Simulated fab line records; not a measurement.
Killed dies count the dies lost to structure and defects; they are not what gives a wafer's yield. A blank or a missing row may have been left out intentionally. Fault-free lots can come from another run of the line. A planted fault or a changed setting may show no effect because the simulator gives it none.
The tool behind it: which one? | flow gf180mcu | 39 wafers from 13 lots sampled at 2 of the route's 602 steps

## WHAT THE GAUGES READ, wafer by wafer
GF_STI_THK_MEAS_30. Usual: STI_OXIDATION_02_THK typically reads 10.06 nm, with standard deviation 0.17.
lot  | measured    | on            | STI_OXIDATION_02_THK (nm) | flag
L544 | day 2 06:58 | film_metro-03 | 9.79 10.02 9.82           |
L545 | day 2 12:37 | film_metro-03 | 10.28 10.29 10.21         |
L547 | day 2 21:43 | film_metro-04 | 9.99 9.86 10.07           |
L548 | day 3 03:14 | film_metro-02 | 10.19 9.88 10.19          |
L549 | day 3 09:12 | film_metro-04 | 10.31 10.56 10.50         |
L555 | day 4 15:49 | film_metro-02 | 10.17 10.05 10.24         |
L556 | day 4 19:50 | film_metro-03 | 15.80 15.68 15.85         | OFF
L558 | day 5 09:36 | film_metro-02 | 10.08 10.18 10.10         |
L559 | day 5 12:10 | film_metro-04 | 15.65 15.71 15.64         | OFF
L561 | day 6 00:17 | film_metro-02 | 10.12 9.98 10.10          |
L563 | day 6 08:34 | film_metro-03 | 9.91 9.93 9.82            |
L565 | day 6 20:42 | film_metro-03 | 10.23 10.26 10.19         |
L567 | day 7 04:55 | film_metro-03 | 10.11 10.12 10.23         |

## EACH LOT AND THE TOOL THAT RAN IT (in order: tool; ch and the chambers of the sampled wafers; start)
lot  | GF_STI_OXIDATION_29
L544 | furnace-01 ch 0, day 2 05:34
L545 | furnace-02 ch 0, day 2 11:12
L547 | furnace-02 ch 0, day 2 20:17
L548 | furnace-02 ch 0, day 3 01:50
L549 | furnace-02 ch 0, day 3 07:48
L555 | furnace-02 ch 0, day 4 14:24
L556 | furnace-02 ch 0, day 4 18:26
L558 | furnace-01 ch 0, day 5 08:11
L559 | furnace-02 ch 0, day 5 10:46
L561 | furnace-01 ch 0, day 5 22:53
L563 | furnace-01 ch 0, day 6 07:11
L565 | furnace-01 ch 0, day 6 19:19
L567 | furnace-01 ch 0, day 7 03:30
- GF_STI_OXIDATION_29: stabilise 600 s, purge 300 s, target thk 10 nm.

## WHAT THE TOOLS THEMSELVES READ (means of the sampled wafers that have a number; where no wafer has one, the mark that the record gives instead)
GF_STI_OXIDATION_29. Usual: ox_temp_c 900.0 C, standard deviation 0.42; spike_tc_centre_C 899.6 C, standard deviation 1.1; zone_power_centre_pct 18.8 %, standard deviation 2.1.
lot  | tool       | ox_temp_c (C) | spike_tc_centre_C (C) | zone_power_centre_pct (%) | flag
L544 | furnace-01 | 899.4         | 899.7                 | 16.8                      |
L545 | furnace-02 | 899.9         | 900.0                 | 20.9                      |
L547 | furnace-02 | 899.8         | 900.5                 | 20.7                      |
L548 | furnace-02 | 900.5         | 899.0                 | 20.9                      |
L549 | furnace-02 | 900.5         | 900.0                 | 20.9                      |
L555 | furnace-02 | 899.9         | 898.1                 | 20.7                      |
L556 | furnace-02 | 900.2         | 899.7                 | 20.9                      |
L558 | furnace-01 | 899.6         | 900.3                 | 16.7                      |
L559 | furnace-02 | 899.7         | 898.4                 | 20.9                      |
L561 | furnace-01 | 900.4         | 899.8                 | 16.7                      |
L563 | furnace-01 | 900.3         | 899.4                 | 16.7                      |
L565 | furnace-01 | 900.0         | 899.0                 | 16.7                      |
L567 | furnace-01 | 900.0         | 899.1                 | 16.7                      |

## THE ANSWER, worked out from the rows above alone
Rule: a lot is off if the mean of its wafers that have a number lies more than 3 standard deviations from the usual mean. A lot without any number at a reading at which 4 lots or more have one is off too. Where the step has rows for the other lots, those lots are counted as sound. Order of review: gauges by route order, followed by the tools' own readings, for which a lot's mean as printed above is used. At the first step where some lot is off, the reading lying furthest off is the one used; lots without a number count as furthest.
Off: L556, L559, seen at GF_STI_THK_MEAS_30 (STI_OXIDATION_02_THK).
A tool fits if, at a process step before that reading, it ran every lot that is off, and no sound lot after the first of them. Gauges at GF_STI_THK_MEAS_30: tried the same way as those tools. One candidate fits, namely furnace-02 at GF_STI_OXIDATION_29. A fault onset in the window from L555 (day 4 14:24, its last sound lot) to L556 (day 4 18:26, its first lot off) fits.

## WHAT THE SIMULATOR HAD INSERTED
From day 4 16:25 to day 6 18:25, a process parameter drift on furnace-02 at GF_STI_OXIDATION_29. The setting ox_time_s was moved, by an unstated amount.
Lots struck among those shown: L556, L559. The rule above found the same.
